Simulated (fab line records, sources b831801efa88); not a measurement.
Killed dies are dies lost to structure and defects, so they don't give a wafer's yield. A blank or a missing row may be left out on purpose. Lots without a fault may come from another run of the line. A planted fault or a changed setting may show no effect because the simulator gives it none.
A struck lot beside a sound one | flow sky130 | 16 steps out of a route of 708
Sound: wafers L868.1, L868.4, L868.5. Struck: wafers L861.3, L861.5, L861.6. The cause comes at the end.
At each step with rows: each side's tool, then ch and its chambers, then its first start. Under that, the readings that differ: sound wafers | struck wafers | difference of the means | sigmas: that difference in standard deviations of wafers without a fault.
alike: readings whose means differ by less than 2 such deviations, and words and numbers that are the same on both sides. not compared: withheld readings, readings that some wafer has no value for, bounds like >300 that may hide the same value, and numbers for which the record gives no deviation and whose values overlap.
The two part at a step that has a row with sigmas, a row that says differs or no value, or rows on one side only. Numbers that don't overlap but have no deviation are shown without sigmas and don't part them. A reading that every wafer of one side lacks parts them only if that side has two wafers or more.

first, 2 steps without rows for these wafers: SKY_METAL3_PEB_11; SKY_METAL3_DEVELOP_12 (develop time 60 s).
SKY_METAL3_CD_MEAS_13: target cd 300 nm.
  sound on cd_sem-01, day 43 20:58; struck on cd_sem-02, day 42 08:30
  alike: cd_nm
SKY_METAL3_OVL_MEAS_14:
  sound on overlay-01, day 43 21:05; struck on overlay-02, day 42 08:35
  alike: METAL3_OVL
SKY_METAL3_DESCUM_15: chemistry O2, time 8 s.
  sound on rie_metal-03 ch 0,1, day 43 21:08; struck on rie_metal-03 ch 0,1, day 42 08:38
  alike: chamber_pressure_mTorr, drypump_motor_current_A, oes_product_au
  not compared: rf_hours_counter_h
SKY_METAL3_ETCH_16: etches BARC in N2/H2, stops on SiO2, time 88.2 s, target depth 60 nm.
  sound on rie_metal-03 ch 0,1, day 43 21:10; struck on rie_metal-03 ch 0,1, day 42 08:41
  reading             | sound             | struck            | difference | sigmas
  h2_flow_sccm (sccm) | 199.7 199.3 199.2 | 200.6 201.2 200.5 | +1.4       | +2
  alike: chamber_pressure_mTorr, drypump_motor_current_A, oes_product_au, throttle_valve_pct
  not compared: rf_hours_counter_h
then, 1 step without rows for these wafers: SKY_METAL3_ETCH_17 (etches SiO2 in C4F8/O2/Ar, stops on TiN, time 3.9 s, target depth 15 nm).
SKY_METAL3_METAL_ETCH_18: etches the open film in Cl2/BCl3, stops on SiO2, target depth 845 nm, time 183.1 s.
  sound on rie_metal-01 ch 1, day 43 21:17; struck on rie_metal-01 ch 0,1, day 42 08:49
  alike: chamber_pressure_mTorr, drypump_motor_current_A, oes_product_au, throttle_valve_pct
  not compared: rf_hours_counter_h
SKY_METAL3_STRIP_19: strips in O2/N2.
  sound on plasma_asher-04 ch 0,1, day 43 21:38; struck on plasma_asher-04 ch 0,1, day 42 08:58
  alike: chamber_pressure_mTorr, drypump_motor_current_A, oes_product_au, strip_time_to_endpoint_s
  not compared: rf_hours_counter_h
then, 3 steps without rows for these wafers: SKY_METAL3_STRIP_20 (strips in post etch residue remover, time 1200 s); SKY_METAL3_CLEAN_21 (cleans in IPA, time 180 s); SKY_METAL3_CLEAN_22 (cleans in O3/DIW).
SKY_VIA3_HDPCVD_00: deposits SiO2, target thk 1635 nm, time 272.5 s.
  sound on hdpcvd-02 ch 0,1, day 43 22:14; struck on hdpcvd-01 ch 0,1,2, day 42 09:52
  alike: susceptor_temp_C
SKY_VIA3_THK_MEAS_01:
  sound on film_metro-04, day 43 22:24; struck on film_metro-04, day 42 10:04
  reading              | sound          | struck         | difference | sigmas
  VIA3_HDPCVD_THK (nm) | 1609 1615 1644 | 3279 3292 3254 | +1652      | +83
SKY_VIA3_CMP_02: polishes SiO2.
  sound on cmp-02 ch 0,3, day 43 22:31; struck on cmp-02 ch 0,3, day 42 10:06
  alike: motor_current_A
-- the record jumps here: 6 days lie between the struck wafers' starts before and after (it left off in module VIA3 and takes up again in module PAD_OPEN, whose first step shown is number 708 of the route) --
SKY_PAD_OPEN_PROBE_99:
  sound on prober-02, day 50 03:35; struck on prober-01, day 48 21:46
  alike: defect_limited_yield, killed_at_M0_to_M3, killed_at_M4_up, killed_at_contacts, killed_at_front_end, killed_at_other, killed_dies, killed_open, killed_short, sort_bin_3_pad_short, sort_bin_5_function, sort_bin_6_memory, sort_n_pass, sort_yield_pct

WHERE THEY PART
First at SKY_METAL3_ETCH_16; last, within this record, at SKY_VIA3_THK_MEAS_01. Later steps at which nothing parts them and some readings are alike: SKY_VIA3_CMP_02, SKY_PAD_OPEN_PROBE_99.

WHY: what the simulator had put in
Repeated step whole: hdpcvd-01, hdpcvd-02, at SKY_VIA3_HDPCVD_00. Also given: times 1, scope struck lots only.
